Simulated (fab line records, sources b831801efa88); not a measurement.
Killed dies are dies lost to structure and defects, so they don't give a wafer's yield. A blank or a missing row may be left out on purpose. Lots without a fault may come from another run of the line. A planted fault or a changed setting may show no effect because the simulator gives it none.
Chamber matching | flow sky130 | SKY_LI_CONTACT_CMP_02 on cmp-01: 4 sister chambers
The step polishes PSG. 15 wafers are shown with their chamber, then 7 later ones without.

WAFERS WITH THEIR CHAMBER
wafer  | chamber | motor_current_A (A) | time_to_endpoint_s (s)
L501.1 | 3       | 9.8                 | 37.8
L501.2 | 0       | 12.7                | 36.1
L501.3 | 2       | 12.8                | 35.2
L502.3 | 2       | 13.1                | 35.4
L502.5 | 1       | 11.1                | 36.6
L502.6 | 0       | 12.7                | 37.2
L503.1 | 3       | 9.6                 | 31.8
L503.2 | 1       | 11.1                | 31.4
L503.6 | 1       | 11.2                | 32.5
L505.3 | 0       | 12.7                | 30.6
L505.4 | 2       | 12.7                | 34.3
L505.6 | 0       | 12.1                | 33.2
L507.1 | 3       | 10.4                | 34.1
L507.3 | 1       | 11.0                | 32.5
L507.6 | 2       | 13.3                | 33.4

SIGNATURES (means of the wafers above)
reading            | chamber 0 | chamber 1 | chamber 2 | chamber 3 | scatter within a chamber
motor_current_A    | 12.550    | 11.100    | 12.975    | 9.933     | 0.28
time_to_endpoint_s | 34.275    | 33.250    | 34.575    | 34.567    | 2.4
Rule: a wafer's distance from a chamber is the root of the sum, over the readings, of the square of ((its reading less the chamber's mean) divided by the reading's scatter). The wafer belongs to the nearest chamber; if the next one is less than 2 further off, it can't be placed. The scatter: the root of (the sum of the squares of (reading less its chamber's mean) over the shown wafers, divided by (wafers less chambers)).

WAFERS WITHOUT THEIR CHAMBER
wafer  | motor_current_A (A) | time_to_endpoint_s (s)
L508.1 | 10.3                | 31.0
L508.4 | 11.9                | 27.5
L508.5 | 10.4                | 28.7
L515.6 | 10.9                | 30.1
L516.3 | 12.6                | 29.8
L516.6 | 12.9                | 30.2
L517.1 | 10.1                | 27.4

WHICH CHAMBER EACH WENT THROUGH
wafer  | from the rows above          | in truth
L508.1 | can't be placed: 3 or 1      | 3
L508.4 | can't be placed: 0 or 1 or 2 | 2
L508.5 | can't be placed: 3 or 1      | 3
L515.6 | 1                            | 1
L516.3 | can't be placed: 0 or 2      | 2
L516.6 | can't be placed: 2 or 0      | 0
L517.1 | can't be placed: 3 or 1      | 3
Placed correctly: 1 of 7. Can't be placed from these rows: 6 (the true chamber is among the candidates in 6). Placed wrongly: 0.
